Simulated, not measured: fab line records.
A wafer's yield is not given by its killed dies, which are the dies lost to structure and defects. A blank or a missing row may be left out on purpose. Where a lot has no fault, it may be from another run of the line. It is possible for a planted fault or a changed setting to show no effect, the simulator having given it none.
fab line records	flow sfq-line
[record] lots = 6	wafers = 18	last-day = 86
route steps=325 shown I4@170 JJ@178 M5@198 A5B@209 R5@225
lots that met no fault: taken from a fault-free run of the same line
start-h: start of the lot's first displayed wafer, in hours after the record's first day	wait-h: hours elapsed since this lot's preceding step	" as in the row above	L1.1+2: a row that stands for several wafers	- no value, or no start given	* or withheld: withheld	< > ~ a bound
route shown NAME@n: names a module that has steps shown in the file, with the first one's number in the route	usual: mean and standard deviation over wafers with no fault	same: alike in all rows	chamber/n: place in a boat	sites: per-site readings	_std_site: the standard deviation of these	_edge_site: mean of outer sites minus mean of inner sites	radius-mm: for every site, how far away it sits from the centre of the wafer	mask NAME#n: copy n	behind: the last tool/chamber to shape the wafer	hold: what put the lot on hold/how long, in hours/how the hold closed	device: whichever transistor did not switch (one of n, p or np)	end of line: at the end of the route, the tests of the same wafers	step lacking rows: just its recipe	killed: not the wafer's yield, but the dies lost to structure and defects at the first sort	map: a wafer's dies, x killed, . not, _ none there
set.NAME: the setting that was run; set.NAME@STEP: the one run at that earlier step	model.NAME: the simulator's own value behind a step, which no gauge read
lots seen at some steps along the route; tables by step, rows by wafer
services: from which hour (start-h, from the record's first day; less than 0 if before it) a tool's chamber was out of use, for how many hours, and why
[[steps]]
[step SFQ_TRILAYER_I4_VIA_LITHO_EXPOSE_104]
[recipe] mask-id = I4	na = 0.6	source-shape = conventional	sigma-outer = 0.65	target-cd-nm = 700	dose-mj = 21.3
[step SFQ_TRILAYER_I4_VIA_LITHO_PEB_106]
[recipe] peb-temp-c = 115	peb-time-s = 60	resist = KrF
[step SFQ_TRILAYER_I4_VIA_LITHO_DEVELOP_105]
[recipe] time-s = 60	resist = KrF
[step SFQ_I4_OVL_MEAS_928]
[usual] I4_OVL = 2/5.8
lot.wafer	tool	chamber	start-h	wait-h	I4_OVL[nm]
L254.2	overlay-02	-	1189.51	0.1	-6
L254.3	"	-	"	"	-3
L254.5	"	-	"	"	-10
L255.2	overlay-02	-	1218.31	0.1	3
L255.3	"	-	"	"	5
L255.4	"	-	"	"	3
L260.1	overlay-02	-	1283.90	0.1	3
L260.4	"	-	"	"	4
L260.6	"	-	"	"	7
L263.4	overlay-02	-	1300.72	0.1	3
L263.5	"	-	"	"	5
L263.6	"	-	"	"	3
L268.2	overlay-01	-	1366.95	0.1	10
L268.3	"	-	"	"	15
L268.6	"	-	"	"	14
L270.1	overlay-02	-	1380.06	0.1	5
L270.3	"	-	"	"	12
L270.5	"	-	"	"	4
[step SFQ_TRILAYER_I4_VIA_BARC_OPEN_VIA_ETCH_146]
[recipe] mask-material = PR	chemistry = O2	target-depth-nm = 125	target = BARC	source-w = 500	bias-w = 80	pressure-mtorr = 30	time-s = 41.7
[step SFQ_TRILAYER_I4_VIA_ETCH_VIA_ETCH_106]
[recipe] target = SiO2	stop-on = Nb	mask-material = PR	taper-deg = 20	chemistry = CHF3	target-depth-nm = 260	source-w = 500	bias-w = 80	pressure-mtorr = 30	time-s = withheld
[usual] drypump-motor-current-A = 5.9/0.54	oes-product-au = 0.854/0.005	rf-fwd-power-W = 498.2/1.4
lot.wafer	tool	chamber	start-h	wait-h	drypump-motor-current-A	oes-product-au	rf-fwd-power-W
L254.2	rie-diel-02	2	1189.58	0.0	6.3	0.853	498.1
L254.3	"	0	"	"	6.0	0.855	496.7
L254.5	"	2	"	"	6.3	0.864	499.0
L255.2	rie-diel-01	3	1218.38	0.0	6.1	0.864	496.9
L255.3	"	2	"	"	5.8	0.862	496.7
L255.4	"	0	"	"	5.4	0.861	497.9
L260.1	rie-diel-02	1	1283.97	0.0	4.8	0.855	501.0
L260.4	"	2	"	"	6.3	0.857	499.6
L260.6	"	1	"	"	4.8	0.859	495.9
L263.4	rie-diel-03	2	1300.77	0.0	6.4	0.851	498.5
L263.5	"	3	"	"	5.8	0.844	498.6
L263.6	"	0	"	"	6.1	0.856	498.0
L268.2	rie-diel-03	2	1367.02	0.0	6.4	0.846	497.6
L268.3	"	3	"	"	5.8	0.848	496.9
L268.6	"	3	"	"	5.8	0.848	497.6
L270.1	rie-diel-01	0	1380.14	0.0	5.4	0.853	498.7
L270.3	"	1	"	"	5.0	0.854	499.9
L270.5	"	1	"	"	5.0	0.858	499.4
[step SFQ_TRILAYER_I4_VIA_STRIP_STRIP_107]
[recipe] gas = O2	power-w = 200	platen-temp-c = 40	overash-fraction = 0.65	chemistry = O2	pressure-mtorr = 50
[step SFQ_TRILAYER_I4_VIA_STRIP_SOLV_CLEAN_108]
[recipe] chemistry = NMP	temp-c = 70	time-s = 600
[step SFQ_TRILAYER_JJ_TRILAYER_DEP_PRE_CLEAN_113]
[recipe] gas = Ar	time-s = 22.5	bias-v = 250
[step SFQ_TRILAYER_JJ_TRILAYER_DEP_SPUTTER_109]
[recipe] material = Nb	base-pressure-pa = 1.33e-06	chamber-pressure-pa = 0.1333	substrate-temp-c = 20	target-thk-nm = 150	power-w = 2000	time-s = 100
[usual] throttle-valve-pct = 30.1/0.61
[same] time-s = 100
lot.wafer	tool	chamber	start-h	wait-h	throttle-valve-pct
L254.2	pvd-sputter-04	-	1190.49	0.0	29.3
L254.3	"	-	"	"	30.5
L254.5	"	-	"	"	30.6
L255.2	pvd-sputter-05	-	1220.07	0.0	29.3
L255.3	"	-	"	"	30.3
L255.4	"	-	"	"	30.3
L260.1	pvd-sputter-04	-	1284.89	0.0	29.4
L260.4	"	-	"	"	29.3
L260.6	"	-	"	"	29.0
L263.4	pvd-sputter-04	-	1301.73	0.0	29.1
L263.5	"	-	"	"	29.2
L263.6	"	-	"	"	31.0
L268.2	pvd-sputter-03	-	1367.94	0.0	31.0
L268.3	"	-	"	"	30.2
L268.6	"	-	"	"	30.8
L270.1	pvd-sputter-05	-	1381.06	0.0	29.5
L270.3	"	-	"	"	29.6
L270.5	"	-	"	"	30.2
[step SFQ_TRILAYER_JJ_TRILAYER_DEP_SPUTTER_110]
[recipe] material = Al	base-pressure-pa = 1.33e-06	target-thk-nm = 8	power-w = 500	time-s = 10	chamber-pressure-pa = 0.4
[step SFQ_TRILAYER_JJ_TRILAYER_DEP_AL_OXIDATION_111]
[recipe] pressure-mbar = 0.014667	oxidation-time-s = 600	temperature-k = 293
[step SFQ_TRILAYER_JJ_TRILAYER_DEP_SPUTTER_112]
[recipe] material = Nb	base-pressure-pa = 1.33e-06	chamber-pressure-pa = 0.1333	substrate-temp-c = 20	target-thk-nm = 170	power-w = 2000	time-s = 113.3
[usual] throttle-valve-pct = 30.1/0.61
lot.wafer	tool	chamber	start-h	wait-h	throttle-valve-pct	model.Nb_of_TRILAYER_JJ_TRILAYER_DEP_SPUTTER_112.thk-nm
L254.2	pvd-sputter-04	-	1191.59	0.5	29.4	167.8
L254.3	"	-	"	"	30.6	168.7
L254.5	"	-	"	"	30.7	168.6
L255.2	pvd-sputter-05	-	1221.16	0.5	29.5	168.3
L255.3	"	-	"	"	30.1	171.2
L255.4	"	-	"	"	30.3	170.4
L260.1	pvd-sputter-04	-	1285.99	0.5	28.9	168.2
L260.4	"	-	"	"	29.2	167.8
L260.6	"	-	"	"	28.8	179
L263.4	pvd-sputter-04	-	1302.82	0.5	29.1	169.2
L263.5	"	-	"	"	29.2	169.7
L263.6	"	-	"	"	30.8	178.8
L268.2	pvd-sputter-03	-	1369.04	0.5	30.7	170.5
L268.3	"	-	"	"	30.2	170.2
L268.6	"	-	"	"	31.0	171.7
L270.1	pvd-sputter-05	-	1382.15	0.5	29.3	168.5
L270.3	"	-	"	"	29.5	169.8
L270.5	"	-	"	"	30.0	169.7
[step SFQ_JJ_RS_MEAS_929]
[recipe] thk-meas-gauge = four-point-probe	reads = Nb_of_TRILAYER_JJ_TRILAYER_DEP_SPUTTER_112
[usual] JJ_NB_RS = 1.047/0.01
lot.wafer	tool	chamber	start-h	wait-h	hold	JJ_NB_RS[ohm/sq]
L254.2	film-metro-03	-	1191.69	0.1	-	1.065
L254.3	"	-	"	"	-	1.059
L254.5	"	-	"	"	-	1.060
L255.2	film-metro-04	-	1221.26	0.1	-	1.060
L255.3	"	-	"	"	-	1.043
L255.4	"	-	"	"	-	1.045
L260.1	film-metro-04	-	1286.06	0.0	await-dispo/0.2h/release	1.058
L260.4	"	-	"	"	await-dispo/0.2h/release	1.062
L260.6	"	-	"	"	await-dispo/0.2h/release	0.995
L260.1	film-metro-04	-	1286.35	0.3	-	1.058
L260.4	"	-	"	"	-	1.061
L260.6	"	-	"	"	-	0.993
L263.4	film-metro-01	-	1302.96	0.1	await-dispo/0.2h/release	1.053
L263.5	"	-	"	"	await-dispo/0.2h/release	1.049
L263.6	"	-	"	"	await-dispo/0.2h/release	0.996
L263.4	film-metro-01	-	1303.25	0.3	-	1.054
L263.5	"	-	"	"	-	1.051
L263.6	"	-	"	"	-	0.996
L268.2	film-metro-03	-	1369.14	0.1	-	1.046
L268.3	"	-	"	"	-	1.047
L268.6	"	-	"	"	-	1.039
L270.1	film-metro-03	-	1382.23	0.0	-	1.059
L270.3	"	-	"	"	-	1.051
L270.5	"	-	"	"	-	1.049
[step SFQ_TRILAYER_JJ_CE_LITHO_COAT_114]
[recipe] resist = KrF	spin-rpm = 3000	resist-thk-nm = 600
[step SFQ_TRILAYER_JJ_CE_LITHO_SOFTBAKE_118]
[recipe] temp-c = withheld	time-s = withheld	resist = KrF
[step SFQ_TRILAYER_JJ_CE_LITHO_EXPOSE_115]
[recipe] mask-id = J5	na = 0.6	source-shape = conventional	sigma-outer = 0.65	target-cd-nm = 700	dose-mj = 14.4
[step SFQ_TRILAYER_JJ_CE_LITHO_PEB_117]
[recipe] peb-temp-c = 115	peb-time-s = 60	resist = KrF
[step SFQ_TRILAYER_JJ_CE_LITHO_DEVELOP_116]
[recipe] time-s = 60	resist = KrF
[step SFQ_JJ_OVL_MEAS_931]
[usual] J5_OVL = -1/4.2
lot.wafer	tool	chamber	start-h	wait-h	J5_OVL[nm]
L254.2	overlay-02	-	1207.02	0.1	-1
L254.3	"	-	"	"	-2
L254.5	"	-	"	"	1
L255.2	overlay-02	-	1223.68	0.1	6
L255.3	"	-	"	"	0
L255.4	"	-	"	"	4
L260.1	overlay-01	-	1292.93	0.1	1
L260.4	"	-	"	"	0
L260.6	"	-	"	"	-6
L263.4	overlay-01	-	1310.09	0.1	-6
L263.5	"	-	"	"	2
L263.6	"	-	"	"	-4
L268.2	overlay-02	-	1372.75	0.1	-4
L268.3	"	-	"	"	-5
L268.6	"	-	"	"	0
L270.1	overlay-01	-	1384.84	0.1	1
L270.3	"	-	"	"	6
L270.5	"	-	"	"	1
[step SFQ_TRILAYER_JJ_CE_METRO_MEASURE_117]
[step SFQ_TRILAYER_JJ_CE_BARC_OPEN_RIE_150]
[recipe] mask-material = PR	chemistry = O2	target-depth-nm = 240	target = BARC	icp-w = 600	bias-w = 80	pressure-mtorr = 10	time-s = 80
[usual] drypump-motor-current-A = 5.6/0.38	oes-product-au = 0.538/0.0045	rf-fwd-power-W = 596.1/2.1
[same] time-s = 80
lot.wafer	tool	chamber	start-h	wait-h	drypump-motor-current-A	oes-product-au	rf-fwd-power-W	rf-hours-counter-h
L254.2	rie-metal-04	1	1208.28	0.8	5.7	0.535	595.7	-
L254.3	"	1	"	"	5.7	0.535	598.6	-
L254.5	"	1	"	"	5.7	0.545	595.7	-
L255.2	rie-metal-04	0	1224.91	0.8	5.6	0.544	594.8	1
L255.3	"	0	"	"	5.6	0.536	594.6	-
L255.4	"	1	"	"	5.7	0.538	598.6	-
L260.1	rie-metal-04	0	1295.55	2.4	5.6	0.535	599.2	12
L260.4	"	0	"	"	5.6	0.543	599.0	-
L260.6	"	0	"	"	5.6	0.532	597.7	-
L263.4	rie-metal-01	0	1311.33	0.4	5.2	0.535	594.8	-
L263.5	"	0	"	"	5.2	0.539	593.9	-
L263.6	"	1	"	"	6.0	0.543	595.9	-
L268.2	rie-metal-04	0	1373.98	0.8	5.6	0.529	596.7	26
L268.3	"	0	"	"	5.6	0.540	597.5	-
L268.6	"	0	"	"	5.6	0.535	598.3	-
L270.1	rie-metal-04	0	1386.07	1.0	5.6	0.533	599.0	28
L270.3	"	0	"	"	5.6	0.537	597.3	-
L270.5	"	1	"	"	5.6	0.529	595.2	-
[step SFQ_TRILAYER_JJ_CE_ETCH_RIE_118]
[recipe] target = Nb	stop-on = Al2O3	mask-material = PR	taper-deg = 13.257	over-etch-frac = 0.15	time-s = 97.7	chemistry = SF6	target-depth-nm = 170	icp-w = 600	bias-w = 80	pressure-mtorr = 10
[step SFQ_TRILAYER_JJ_ANODIZE_ANODIZE_119]
[recipe] current-density-ma-cm2 = withheld	end-current-density-ma-cm2 = withheld	bath-temp-c = withheld
[step SFQ_TRILAYER_JJ_CE_STRIP_STRIP_120]
[recipe] gas = O2	power-w = 200	platen-temp-c = 40	overash-fraction = 0.65	chemistry = O2	pressure-mtorr = 50
[step SFQ_TRILAYER_JJ_CE_STRIP_SOLV_CLEAN_121]
[recipe] chemistry = NMP	temp-c = 70	time-s = 600
[step SFQ_TRILAYER_M5_LITHO_COAT_128]
[recipe] resist = BARC	spin-rpm = 3000	resist-thk-nm = 62
[step SFQ_TRILAYER_M5_LITHO_COAT_123]
[recipe] resist = KrF	spin-rpm = 3000	resist-thk-nm = 600
[step SFQ_TRILAYER_M5_LITHO_SOFTBAKE_127]
[recipe] temp-c = withheld	time-s = withheld	resist = KrF
[step SFQ_TRILAYER_M5_LITHO_EXPOSE_124]
[recipe] mask-id = M5	na = 0.6	source-shape = conventional	sigma-outer = 0.65	target-cd-nm = 700	dose-mj = 14.4
[step SFQ_TRILAYER_M5_LITHO_PEB_126]
[recipe] peb-temp-c = 115	peb-time-s = 60	resist = KrF
[step SFQ_TRILAYER_M5_LITHO_DEVELOP_125]
[recipe] time-s = 60	resist = KrF
[step SFQ_M5_OVL_MEAS_932]
[usual] M5_OVL = -1/6.1
lot.wafer	tool	chamber	start-h	wait-h	M5_OVL[nm]
L254.2	overlay-02	-	1246.99	0.1	1
L254.3	"	-	"	"	-3
L254.5	"	-	"	"	4
L255.2	overlay-02	-	1248.19	0.1	5
L255.3	"	-	"	"	-3
L255.4	"	-	"	"	2
L260.1	overlay-01	-	1300.70	0.1	-6
L260.4	"	-	"	"	-2
L260.6	"	-	"	"	-3
L263.4	overlay-01	-	1316.64	0.1	-2
L263.5	"	-	"	"	-3
L263.6	"	-	"	"	-6
L268.2	overlay-02	-	1514.83	0.1	1
L268.3	"	-	"	"	5
L268.6	"	-	"	"	0
L270.1	overlay-01	-	1525.62	0.1	-11
L270.3	"	-	"	"	-8
L270.5	"	-	"	"	-7
[step SFQ_TRILAYER_M5_BARC_OPEN_METAL_ETCH_161]
[recipe] mask-material = PR	chemistry = O2	target-depth-nm = 125	target = BARC	icp-w = 600	bias-w = 80	pressure-mtorr = 10	time-s = 41.7
[step SFQ_TRILAYER_M5_ETCH_METAL_ETCH_126]
[recipe] target = Nb	stop-on = SiO2	mask-material = PR	over-etch-frac = 0.15	time-s = 203.2	chemistry = Cl2/BCl3	target-depth-nm = 265	icp-w = 600	bias-w = 80	pressure-mtorr = 10
[usual] drypump-motor-current-A = 5.6/0.4	oes-product-au = 0.726/0.0053	rf-fwd-power-W = 598.5/1.7
[same] time-s = 203.2
lot.wafer	tool	chamber	start-h	wait-h	drypump-motor-current-A	oes-product-au	rf-fwd-power-W	rf-hours-counter-h
L254.2	rie-metal-03	1	1247.08	0.0	4.8	0.730	598.8	58
L254.3	"	1	"	"	4.8	0.732	599.5	-
L254.5	"	0	"	"	6.2	0.728	598.7	-
L255.2	rie-metal-04	0	1248.28	0.0	5.6	0.715	600.7	4
L255.3	"	0	"	"	5.6	0.717	599.4	-
L255.4	"	1	"	"	5.6	0.725	598.8	-
L260.1	rie-metal-03	0	1300.79	0.0	6.2	0.719	595.9	126
L260.4	"	1	"	"	4.8	0.720	602.7	-
L260.6	"	1	"	"	4.8	0.724	600.8	-
L263.4	rie-metal-02	0	1316.97	0.2	5.6	0.723	597.7	-
L263.5	"	0	"	"	5.6	0.725	597.8	-
L263.6	"	0	"	"	5.6	0.729	597.2	-
L268.2	rie-metal-02	1	1514.92	0.0	5.8	0.728	598.7	91
L268.3	"	1	"	"	5.7	0.730	598.3	-
L268.6	"	0	"	"	5.6	0.730	601.4	-
L270.1	rie-metal-03	1	1525.72	0.0	4.8	0.719	597.9	100
L270.3	"	0	"	"	6.2	0.728	597.5	-
L270.5	"	1	"	"	4.8	0.737	597.8	-
[step SFQ_TRILAYER_M5_STRIP_STRIP_127]
[recipe] gas = O2	power-w = 200	platen-temp-c = 40	overash-fraction = 0.65	chemistry = O2	pressure-mtorr = 50
[usual] drypump-motor-current-A = 5.6/0.4	oes-product-au = 1.002/0.0089
lot.wafer	tool	chamber	start-h	wait-h	drypump-motor-current-A	oes-product-au	rf-hours-counter-h
L254.2	rie-metal-03	1	1247.27	0.1	4.8	1.002	58
L254.3	"	1	"	"	4.8	1.004	-
L254.5	"	0	"	"	6.2	0.988	-
L255.2	rie-metal-04	0	1248.47	0.1	5.6	0.979	5
L255.3	"	0	"	"	5.6	0.986	-
L255.4	"	1	"	"	5.6	1.005	-
L260.1	rie-metal-03	0	1301.81	1.0	6.1	0.998	127
L260.4	"	1	"	"	4.8	0.994	-
L260.6	"	1	"	"	4.8	1.008	-
L263.4	rie-metal-02	0	1317.77	0.7	5.6	1.006	-
L263.5	"	0	"	"	5.6	1.003	-
L263.6	"	0	"	"	5.6	1.002	-
L268.2	rie-metal-02	1	1515.11	0.1	5.8	1.020	91
L268.3	"	1	"	"	5.8	1.013	-
L268.6	"	0	"	"	5.6	1.013	-
L270.1	rie-metal-03	1	1525.91	0.1	4.8	1.007	100
L270.3	"	0	"	"	6.1	1.000	-
L270.5	"	1	"	"	4.8	1.007	-
[step SFQ_TRILAYER_M5_STRIP_SOLV_CLEAN_128]
[recipe] chemistry = NMP	temp-c = 70	time-s = 600
[step SFQ_TRILAYER_A5B_DEP_PECVD_129]
[recipe] material = SiO2	temp-c = 150	time-s = 133.33	pressure-torr = 2.4	rf-w = 183.3	precursor = SiH4/N2O	target-thk-nm = 600
[step SFQ_TRILAYER_A5B_CMP_CMP_130]
[recipe] stop-on = Nb	down-force-psi = 3	platen-rpm = 60	target-thk-nm = 340.7
[step SFQ_TRILAYER_A5B_METRO_MEASURE_131]
[step SFQ_TRILAYER_R5_ETCH_METAL_ETCH_139]
[recipe] stop-on = SiO2	mask-material = PR	chemistry = Cl2	target-depth-nm = 60	icp-w = 600	bias-w = 80	pressure-mtorr = 10	time-s = 40
[usual] drypump-motor-current-A = 5.5/0.52	oes-product-au = 0.992/0.0054	rf-fwd-power-W = 593.7/2.5
[same] time-s = 40
lot.wafer	tool	chamber	start-h	wait-h	drypump-motor-current-A	oes-product-au	rf-fwd-power-W	rf-hours-counter-h	model.Nb_of_TRILAYER_JJ_TRILAYER_DEP_SPUTTER_112.thk-nm
L254.2	rie-metal-02	0	1400.56	0.0	5.6	0.995	592.3	29	157.8
L254.3	"	0	"	"	5.6	0.985	593.3	-	158.8
L254.5	"	0	"	"	5.6	0.989	592.3	-	158.6
L255.2	rie-metal-03	1	1402.96	0.0	4.8	0.993	595.7	82	158.2
L255.3	"	0	"	"	6.2	0.992	589.5	-	161.4
L255.4	"	1	"	"	4.8	0.993	593.9	-	160.2
L260.1	rie-metal-03	0	1452.47	0.0	6.2	0.979	591.9	148	158.4
L260.4	"	0	"	"	6.1	0.993	593.5	-	157.8
L260.6	"	0	"	"	6.1	0.987	592.0	-	169
L263.4	rie-metal-02	0	1469.42	0.0	5.6	0.992	593.2	-	159
L263.5	"	1	"	"	5.8	0.996	593.1	-	159.5
L263.6	"	0	"	"	5.6	0.998	594.8	-	168.6
L268.2	rie-metal-02	0	1522.86	0.1	5.6	0.992	588.4	46	160.4
L268.3	"	1	"	"	5.8	0.997	594.8	-	160.1
L268.6	"	0	"	"	5.6	0.982	595.6	-	161.7
L270.1	rie-metal-01	0	1533.60	0.0	5.2	0.989	588.7	47	158.5
L270.3	"	1	"	"	6.0	0.988	596.7	-	159.7
L270.5	"	1	"	"	6.0	0.995	594.8	-	159.6
[[services]]
tool	chamber	start-h	hours	kind
pvd-sputter-05	-	1168.91	9.6	repair
rie-diel-01	-	1176.39	4.7	repair
pvd-sputter-05	-	1200.09	2.7	repair
rie-diel-02	-	1206.94	15.6	pm
rie-diel-03	-	1210.43	0.3	repair
rie-metal-03	-	1231.48	1.2	repair
pvd-sputter-03	-	1237.27	8.5	repair
rie-metal-01	-	1241.57	1.2	repair
rie-diel-03	0	1252.18	7.4	repair
rie-diel-01	1	1261.11	3.0	repair
rie-diel-02	0	1282.01	8.1	repair
rie-metal-02	1	1285.18	35.8	repair
rie-diel-02	3	1290.03	4.8	repair
rie-diel-03	1	1308.80	4.3	repair
rie-diel-03	2	1316.74	6.6	repair
pvd-sputter-03	-	1322.08	4.7	repair
rie-metal-01	-	1330.73	0.8	repair
pvd-sputter-04	-	1359.21	25.2	repair
rie-metal-01	0	1364.01	4.2	repair
pvd-sputter-04	-	1373.23	3.4	repair
rie-diel-03	3	1408.28	13.7	repair
pvd-sputter-03	-	1414.15	28.4	repair
rie-metal-02	-	1492.89	1.4	pm
pvd-sputter-05	-	1528.76	3.8	repair
[[key]]
[first-sign] step = SFQ_JJ_RS_MEAS_929	reading = visit	direction = added
[effect] step = SFQ_JJ_RS_MEAS_929	reading = JJ_NB_RS	direction = down	sigmas = 5.1	usual = 1.047	struck = 0.995
[model-effect] step = SFQ_TRILAYER_JJ_TRILAYER_DEP_SPUTTER_112	value = Nb_of_TRILAYER_JJ_TRILAYER_DEP_SPUTTER_112.thk-nm	without = 168.5	struck = 178.9
[model-effect] step = SFQ_TRILAYER_R5_ETCH_METAL_ETCH_139	value = Nb_of_TRILAYER_JJ_TRILAYER_DEP_SPUTTER_112.thk-nm	without = 158.5	struck = 168.8
met-at SFQ_TRILAYER_JJ_TRILAYER_DEP_SPUTTER_112
struck-wafers L260.6,L263.6
onset-between 1191.59 1285.99
[fault] kind = process-parameter-drift	tool = pvd-sputter-04	chamber = -	onset-h = 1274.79	steps = SFQ_TRILAYER_JJ_TRILAYER_DEP_SPUTTER_112	channel = time-s	offset = *	shape = step	end-h = 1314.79	scope = struck-wafers-only	acts-in = *	stated = *
